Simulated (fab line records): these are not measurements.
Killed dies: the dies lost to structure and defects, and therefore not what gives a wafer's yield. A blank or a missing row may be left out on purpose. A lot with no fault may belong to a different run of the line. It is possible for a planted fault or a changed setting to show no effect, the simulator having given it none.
fab line records + flow sky130
[record]
- lots = 14
- wafers = 41
- last_day = 50
route steps=708 shown NWELL@34 VT_ADJUST_LVTN@106 SONOS_TUNNEL@157 GATE_OXIDE@197 PAD_OPEN@708
lots with no fault: from the same line, run without faults
start_h: hours from the record's first day to the start of the lot's first wafer shown + wait_h: hours from the lot's prior step to this one + " unchanged from the row above + L1.1+2: one row covering several wafers at once + - no value, or no start was given + * or withheld: withheld + < > ~ a bound
route shown NAME@n: names a module that has steps shown in the file, with the first one's number in the route + usual: mean/standard deviation of fault-free wafers + same: alike in all rows + chamber/n: place in a boat + sites: readings site by site + _std_site: their standard deviation + _edge_site: the outer-site mean with the inner-site mean subtracted + radius_mm: how far each site lies from the wafer's centre + mask NAME#n: copy n + behind: the last tool/chamber to shape the wafer + hold: why the lot was held/for how many hours/how that ended + device: the transistor (n, p or np) that didn't switch + end of line: tests run on the same wafers once the route is complete + where a step has no rows: the recipe by itself + killed: dies lost to structure and defects at the first sort, not the wafer's yield + map: per-die view of a wafer (x killed, . not killed, _ where there is no die)
set.NAME: setting as actually run; set.NAME@STEP: the setting as run at that earlier step + model.NAME: the simulator's own value behind a step, which no gauge read
a sample of lots followed through the steps of the route, with each step as a table and each wafer as a row
services: the hour from which a tool's chamber was out of use, counted from the record's first day as start_h (under 0 if before that day), plus the number of hours and why
[[steps]]
[step SKY_NWELL_THK_MEAS_02]
[recipe]
- reads = SiO2_of_NWELL_OXIDATION_01
[usual]
- NWELL_OXIDATION_THK = 10.11/0.17
| lot.wafer | tool          | chamber | start_h | wait_h | NWELL_OXIDATION_THK[nm] |
|-----------|---------------|---------|---------|--------|-------------------------|
| L366.1    | film_metro-03 | -       | 59.29   | 0.0    | 9.61                    |
| L366.4    | "             | -       | "       | "      | 9.63                    |
| L366.5    | "             | -       | "       | "      | 9.96                    |
| L367.1    | film_metro-04 | -       | 71.82   | 0.0    | 10.40                   |
| L367.4    | "             | -       | "       | "      | 10.07                   |
| L367.5    | "             | -       | "       | "      | 10.35                   |
| L368.2    | film_metro-03 | -       | 71.83   | 0.0    | 10.03                   |
| L368.5    | "             | -       | "       | "      | 10.12                   |
| L368.6    | "             | -       | "       | "      | 10.10                   |
| L370.1    | film_metro-02 | -       | 80.34   | 0.0    | 10.13                   |
| L370.4    | "             | -       | "       | "      | 10.08                   |
| L370.5    | "             | -       | "       | "      | 10.06                   |
| L372.1    | film_metro-02 | -       | 90.03   | 0.0    | 10.04                   |
| L372.3    | "             | -       | "       | "      | 10.02                   |
| L372.6    | "             | -       | "       | "      | 10.19                   |
| L373.2    | film_metro-04 | -       | 95.82   | 0.0    | 10.30                   |
| L373.3    | "             | -       | "       | "      | 10.23                   |
| L373.4    | "             | -       | "       | "      | 10.13                   |
| L374.3    | film_metro-02 | -       | 95.83   | 0.0    | 10.03                   |
| L374.5    | "             | -       | "       | "      | 9.87                    |
| L374.6    | "             | -       | "       | "      | 9.92                    |
| L375.3    | film_metro-03 | -       | 100.01  | 0.0    | 10.13                   |
| L375.5    | "             | -       | "       | "      | 10.15                   |
| L375.6    | "             | -       | "       | "      | 10.05                   |
| L378.1    | film_metro-04 | -       | 104.31  | 0.0    | 10.48                   |
| L378.2    | "             | -       | "       | "      | 10.48                   |
| L378.3    | "             | -       | "       | "      | 10.49                   |
| L377.2    | film_metro-02 | -       | 104.32  | 0.0    | 10.19                   |
| L377.6    | "             | -       | "       | "      | 10.30                   |
| L379.2    | film_metro-04 | -       | 112.13  | 0.0    | 10.16                   |
| L379.3    | "             | -       | "       | "      | 10.21                   |
| L379.4    | "             | -       | "       | "      | 10.31                   |
| L385.2    | film_metro-02 | -       | 139.84  | 0.0    | 10.09                   |
| L385.4    | "             | -       | "       | "      | 9.94                    |
| L385.5    | "             | -       | "       | "      | 9.98                    |
| L386.1    | film_metro-02 | -       | 144.40  | 0.0    | 9.98                    |
| L386.3    | "             | -       | "       | "      | 9.98                    |
| L386.5    | "             | -       | "       | "      | 9.84                    |
| L388.1    | film_metro-02 | -       | 157.46  | 0.0    | 10.34                   |
| L388.2    | "             | -       | "       | "      | 10.08                   |
| L388.6    | "             | -       | "       | "      | 10.31                   |
[step SKY_VT_ADJUST_LVTN_STRIP_09]
[recipe]
- chemistry = O2/N2
- power_w = 1400
- pressure_mtorr = 1500
- platen_temp_c = withheld
- o2_flow_sccm = 3000
- n2_flow_sccm = 300
- overash_fraction = 0.5
[usual]
- drypump_motor_current_A = 5.5/0.54
- oes_product_au = 0.723/0.0047
- strip_time_to_endpoint_s = 36.93/0.12
| lot.wafer | tool            | chamber | start_h | wait_h | drypump_motor_current_A | oes_product_au | rf_hours_counter_h | strip_time_to_endpoint_s |
|-----------|-----------------|---------|---------|--------|-------------------------|----------------|--------------------|--------------------------|
| L366.1    | plasma_asher-02 | 1       | 166.29  | 0.1    | 5.9                     | 0.726          | 4                  | 36.92                    |
| L366.4    | "               | 1       | "       | "      | 5.9                     | 0.723          | -                  | 36.91                    |
| L366.5    | "               | 1       | "       | "      | 5.9                     | 0.721          | -                  | 36.87                    |
| L368.2    | plasma_asher-04 | 1       | 182.59  | 0.1    | 6.0                     | 0.719          | 52                 | 37.23                    |
| L368.5    | "               | 0       | "       | "      | 5.2                     | 0.722          | -                  | 37.15                    |
| L368.6    | "               | 1       | "       | "      | 6.0                     | 0.724          | -                  | 37.18                    |
| L367.1    | plasma_asher-04 | 1       | 185.64  | 0.1    | 6.0                     | 0.723          | 53                 | 36.85                    |
| L367.4    | "               | 0       | "       | "      | 5.2                     | 0.722          | -                  | 36.77                    |
| L367.5    | "               | 0       | "       | "      | 5.2                     | 0.725          | -                  | 36.79                    |
| L370.1    | plasma_asher-04 | 0       | 197.44  | 0.1    | 5.2                     | 0.724          | 54                 | 36.83                    |
| L370.4    | "               | 0       | "       | "      | 5.2                     | 0.713          | -                  | 36.80                    |
| L370.5    | "               | 0       | "       | "      | 5.2                     | 0.726          | -                  | 36.77                    |
| L372.1    | plasma_asher-02 | 0       | 210.14  | 0.1    | 4.8                     | 0.717          | 8                  | 36.80                    |
| L372.3    | "               | 0       | "       | "      | 4.8                     | 0.725          | -                  | 36.90                    |
| L372.6    | "               | 0       | "       | "      | 4.8                     | 0.715          | -                  | 36.72                    |
| L374.3    | plasma_asher-01 | 1       | 215.97  | 0.1    | 6.2                     | 0.730          | -                  | 37.08                    |
| L374.5    | "               | 1       | "       | "      | 6.2                     | 0.720          | -                  | 36.98                    |
| L374.6    | "               | 0       | "       | "      | 5.3                     | 0.719          | -                  | 37.02                    |
| L373.2    | plasma_asher-02 | 0       | 218.49  | 0.1    | 4.8                     | 0.732          | 9                  | 36.77                    |
| L373.3    | "               | 1       | "       | "      | 5.9                     | 0.731          | -                  | 36.81                    |
| L373.4    | "               | 0       | "       | "      | 4.8                     | 0.719          | -                  | 36.70                    |
| L375.3    | plasma_asher-01 | 1       | 223.22  | 0.1    | 6.2                     | 0.716          | -                  | 36.83                    |
| L375.5    | "               | 0       | "       | "      | 5.2                     | 0.726          | -                  | 36.95                    |
| L375.6    | "               | 1       | "       | "      | 6.2                     | 0.716          | -                  | 36.89                    |
| L378.1    | plasma_asher-02 | 1       | 227.69  | 0.1    | 5.9                     | 0.722          | 10                 | 37.13                    |
| L378.2    | "               | 0       | "       | "      | 4.8                     | 0.724          | 10                 | 37.09                    |
| L378.3    | "               | 0       | "       | "      | 4.8                     | 0.730          | -                  | 37.11                    |
| L377.2    | plasma_asher-02 | 1       | 229.34  | 0.1    | 5.9                     | 0.724          | 10                 | 36.92                    |
| L377.6    | "               | 0       | "       | "      | 4.8                     | 0.718          | -                  | 36.82                    |
| L379.2    | plasma_asher-02 | 0       | 237.59  | 0.1    | 4.8                     | 0.715          | 11                 | 37.02                    |
| L379.3    | "               | 1       | "       | "      | 5.9                     | 0.717          | -                  | 36.90                    |
| L379.4    | "               | 0       | "       | "      | 4.8                     | 0.720          | -                  | 36.84                    |
| L385.2    | plasma_asher-04 | 1       | 270.64  | 0.1    | 6.0                     | 0.724          | 61                 | 37.03                    |
| L385.4    | "               | 1       | "       | "      | 6.0                     | 0.725          | -                  | 36.99                    |
| L385.5    | "               | 1       | "       | "      | 6.0                     | 0.726          | -                  | 36.96                    |
| L386.1    | plasma_asher-04 | 1       | 278.64  | 0.1    | 6.0                     | 0.716          | 62                 | 36.75                    |
| L386.3    | "               | 1       | "       | "      | 6.0                     | 0.712          | -                  | 36.84                    |
| L386.5    | "               | 0       | "       | "      | 5.2                     | 0.715          | -                  | 36.77                    |
| L388.1    | plasma_asher-01 | 1       | 294.94  | 0.1    | 6.2                     | 0.717          | 62                 | 37.14                    |
| L388.2    | "               | 0       | "       | "      | 5.3                     | 0.724          | 62                 | 37.05                    |
| L388.6    | "               | 0       | "       | "      | 5.2                     | 0.724          | -                  | 37.06                    |
[step SKY_SONOS_TUNNEL_SOFTBAKE_03]
[recipe]
- temp_c = 90
- time_s = 60
- resist = NOVOLAK
[usual]
- heater_power_total_W = 56.59/0.049
- run_length_s = 89.07/0.11
| lot.wafer | tool           | chamber | start_h | wait_h | heater_power_total_W | run_length_s |
|-----------|----------------|---------|---------|--------|----------------------|--------------|
| L366.1    | litho_track-04 | 0       | 267.10  | 0.1    | 56.61                | 89.02        |
| L366.4    | "              | 0       | "       | "      | 56.67                | 89.29        |
| L366.5    | "              | 0       | "       | "      | 56.50                | 89.12        |
| L368.2    | litho_track-01 | 0       | 287.03  | 0.1    | 56.57                | 89.05        |
| L368.5    | "              | 0       | "       | "      | 56.54                | 89.01        |
| L368.6    | "              | 0       | "       | "      | 56.70                | 89.07        |
| L367.1    | litho_track-01 | 0       | 289.65  | 0.1    | 56.54                | 89.27        |
| L367.4    | "              | 0       | "       | "      | 56.63                | 89.02        |
| L367.5    | "              | 0       | "       | "      | 56.60                | 89.08        |
| L370.1    | litho_track-01 | 0       | 303.00  | 0.1    | 56.57                | 89.04        |
| L370.4    | "              | 0       | "       | "      | 56.55                | 89.24        |
| L370.5    | "              | 0       | "       | "      | 56.61                | 89.28        |
| L372.1    | litho_track-04 | 0       | 317.70  | 0.1    | 56.58                | 89.04        |
| L372.3    | "              | 0       | "       | "      | 56.63                | 89.02        |
| L372.6    | "              | 0       | "       | "      | 56.60                | 88.97        |
| L374.3    | litho_track-04 | 0       | 325.45  | 0.1    | 56.57                | 89.07        |
| L374.5    | "              | 0       | "       | "      | 56.58                | 89.30        |
| L374.6    | "              | 0       | "       | "      | 56.53                | 89.31        |
| L373.2    | litho_track-02 | 0       | 328.83  | 0.1    | 56.47                | 89.15        |
| L373.3    | "              | 0       | "       | "      | 56.66                | 89.04        |
| L373.4    | "              | 0       | "       | "      | 56.67                | 89.16        |
| L375.3    | litho_track-02 | 0       | 332.60  | 0.1    | 56.53                | 89.26        |
| L375.5    | "              | 0       | "       | "      | 56.57                | 88.95        |
| L375.6    | "              | 0       | "       | "      | 56.68                | 88.99        |
| L378.1    | litho_track-02 | 0       | 340.35  | 0.1    | 56.49                | 88.99        |
| L378.2    | "              | 0       | "       | "      | 60.39                | 78.87        |
| L378.3    | "              | 0       | "       | "      | 60.31                | 78.59        |
| L377.2    | litho_track-02 | 0       | 341.78  | 0.1    | 60.34                | 78.67        |
| L377.6    | "              | 0       | "       | "      | 56.60                | 89.02        |
| L379.2    | litho_track-02 | 0       | 352.43  | 0.1    | 60.28                | 78.64        |
| L379.3    | "              | 0       | "       | "      | 60.37                | 78.60        |
| L379.4    | "              | 0       | "       | "      | 56.53                | 89.06        |
| L385.2    | litho_track-04 | 0       | 390.07  | 0.1    | 56.57                | 89.01        |
| L385.4    | "              | 0       | "       | "      | 56.63                | 89.13        |
| L385.5    | "              | 0       | "       | "      | 56.66                | 89.11        |
| L386.1    | litho_track-01 | 0       | 400.35  | 0.1    | 56.64                | 89.16        |
| L386.3    | "              | 0       | "       | "      | 56.58                | 89.13        |
| L386.5    | "              | 0       | "       | "      | 56.51                | 89.10        |
| L388.1    | litho_track-01 | 0       | 418.95  | 0.1    | 56.63                | 89.04        |
| L388.2    | "              | 0       | "       | "      | 56.60                | 89.37        |
| L388.6    | "              | 0       | "       | "      | 56.47                | 89.00        |
[step SKY_GATE_OXIDE_OVL_MEAS_10]
[usual]
- GATE_OXIDE_OVL = -0.4/1.2
| lot.wafer | tool       | chamber | start_h | wait_h | GATE_OXIDE_OVL[nm] |
|-----------|------------|---------|---------|--------|--------------------|
| L366.1    | overlay-01 | -       | 336.05  | 0.1    | -1.1               |
| L366.4    | "          | -       | "       | "      | -0.3               |
| L366.5    | "          | -       | "       | "      | -1.2               |
| L368.2    | overlay-02 | -       | 361.00  | 0.1    | -2.7               |
| L368.5    | "          | -       | "       | "      | -1.2               |
| L368.6    | "          | -       | "       | "      | -1.3               |
| L367.1    | overlay-01 | -       | 362.79  | 0.1    | -0.4               |
| L367.4    | "          | -       | "       | "      | -2.6               |
| L367.5    | "          | -       | "       | "      | 1.4                |
| L370.1    | overlay-02 | -       | 378.50  | 0.1    | -0.2               |
| L370.4    | "          | -       | "       | "      | -0.3               |
| L370.5    | "          | -       | "       | "      | -0.2               |
| L372.1    | overlay-02 | -       | 396.20  | 0.1    | 0.3                |
| L372.3    | "          | -       | "       | "      | -2.9               |
| L372.6    | "          | -       | "       | "      | 0.4                |
| L374.3    | overlay-01 | -       | 402.41  | 0.1    | -0.3               |
| L374.5    | "          | -       | "       | "      | -0.1               |
| L374.6    | "          | -       | "       | "      | 2.2                |
| L373.2    | overlay-02 | -       | 407.50  | 0.1    | -2.0               |
| L373.3    | "          | -       | "       | "      | 0.3                |
| L373.4    | "          | -       | "       | "      | -0.7               |
| L375.3    | overlay-02 | -       | 412.96  | 0.1    | -1.3               |
| L375.5    | "          | -       | "       | "      | 0.6                |
| L375.6    | "          | -       | "       | "      | 0.1                |
| L378.1    | overlay-02 | -       | 419.39  | 0.1    | 0.7                |
| L378.2    | "          | -       | "       | "      | -1.4               |
| L378.3    | "          | -       | "       | "      | -0.7               |
| L377.2    | overlay-02 | -       | 423.55  | 0.1    | -1.0               |
| L377.6    | "          | -       | "       | "      | 1.5                |
| L379.2    | overlay-01 | -       | 441.25  | 0.1    | 1.7                |
| L379.3    | "          | -       | "       | "      | 1.6                |
| L379.4    | "          | -       | "       | "      | -0.5               |
| L385.2    | overlay-01 | -       | 480.10  | 0.1    | -0.9               |
| L385.4    | "          | -       | "       | "      | -0.5               |
| L385.5    | "          | -       | "       | "      | 1.4                |
| L386.1    | overlay-01 | -       | 489.75  | 0.1    | -0.8               |
| L386.3    | "          | -       | "       | "      | 0.3                |
| L386.5    | "          | -       | "       | "      | -0.6               |
| L388.1    | overlay-01 | -       | 505.64  | 0.1    | -1.7               |
| L388.2    | "          | -       | "       | "      | 0.7                |
| L388.6    | "          | -       | "       | "      | 0.3                |
[step SKY_PAD_OPEN_PROBE_99]
[usual]
- killed_at_M0_to_M3 = 44/6.9
- killed_at_M4_up = 3.3/1.7
- killed_at_contacts = 24/5.5
- killed_at_front_end = 16/4.5
- killed_at_other = 0.2/0.46
- killed_dies = 87/9.1
- killed_open = 48/7.3
- killed_short = 39/6.2
[same]
- gross_dies = 492
- killed_at_back_side = 0
| lot.wafer | tool      | chamber | start_h | wait_h | killed_at_M0_to_M3 | killed_at_M4_up | killed_at_contacts | killed_at_front_end | killed_at_other | killed_dies | killed_open | killed_short |
|-----------|-----------|---------|---------|--------|--------------------|-----------------|--------------------|---------------------|-----------------|-------------|-------------|--------------|
| L375.3    | prober-02 | -       | 1165.12 | 0.2    | 41                 | 3               | 27                 | 19                  | 0               | 90          | 39          | 51           |
| L375.5    | prober-02 | -       | 1165.22 | 0.2    | 63                 | 2               | 14                 | 11                  | 0               | 90          | 36          | 54           |
| L375.6    | prober-02 | -       | 1165.27 | 0.2    | 49                 | 3               | 29                 | 10                  | 0               | 91          | 51          | 40           |
// killed by level:class
L375.3 LI_CONTACT:geometric_particle:open=8 METAL1:geometric_particle:short=8 METAL2:geometric_particle:short=7 FIELD_ISO:geometric_particle:open=6 POLY_GATE:geometric_particle:short=6 VIA1:geometric_particle:short=6 CONTACT:geometric_particle:short=6 VIA2:geometric_particle:open=6
L375.5 VIA1:geometric_particle:open=13 VIA1:geometric_particle:short=9 METAL2:geometric_particle:short=9 VIA3:geometric_particle:open=9 VIA3:geometric_particle:short=8 METAL1:geometric_particle:short=7 FIELD_ISO:geometric_particle:short=6 CONTACT:geometric_particle:short=4
L375.6 CONTACT:geometric_particle:open=13 VIA1:geometric_particle:open=11 VIA2:geometric_particle:open=10 METAL1:geometric_particle:short=7 LI_CONTACT:geometric_particle:open=6 VIA3:geometric_particle:open=5 METAL2:geometric_particle:short=5 LOCAL_INTERCONNECT:geometric_particle:short=4
[[services]]
| tool            | chamber | start_h | hours | kind   |
|-----------------|---------|---------|-------|--------|
| plasma_asher-04 | -       | 190.55  | 5.1   | repair |
| plasma_asher-02 | -       | 240.68  | 0.9   | repair |
| plasma_asher-01 | -       | 279.19  | 3.9   | repair |
| plasma_asher-04 | -       | 283.36  | 8.3   | repair |
| plasma_asher-01 | -       | 314.53  | 14.6  | pm     |
| plasma_asher-02 | -       | 357.72  | 8.3   | repair |
[[key]]
[first_sign]
- step = SKY_SONOS_TUNNEL_SOFTBAKE_03
- reading = run_length_s
- direction = down
- sigmas = 93
- usual = *
- struck = *
[effect]
- step = SKY_SONOS_TUNNEL_SOFTBAKE_03
- reading = heater_power_total_W
- direction = up
- sigmas = 77
- usual = *
- struck = *
met_at SKY_SONOS_TUNNEL_SOFTBAKE_03
struck_lots L377,L378,L379
struck_wafers L377.2,L378.2,L378.3,L379.2,L379.3
tester_left_out L377,L378,L379
not_acting_at SKY_NWELL_THK_MEAS_02,SKY_VT_ADJUST_LVTN_STRIP_09,SKY_GATE_OXIDE_OVL_MEAS_10
onset_between 332.60 340.35
[fault]
- kind = process_parameter_drift
- tool = litho_track-02
- chamber = -
- onset_h = 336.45
- steps = SKY_SONOS_TUNNEL_SOFTBAKE_03
- channel = time_s
- offset = *
- shape = step
- end_h = 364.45
- scope = struck_wafers_only
- acts_in = *
- stated = *
// tester_left_out: of these lots the tester's yield and bins aren't shown, on N5 and GAA mostly nor the transistor test; their killed dies are dies lost to structure and defects alone, not to doping, threshold or leakage, so they don't give the yield
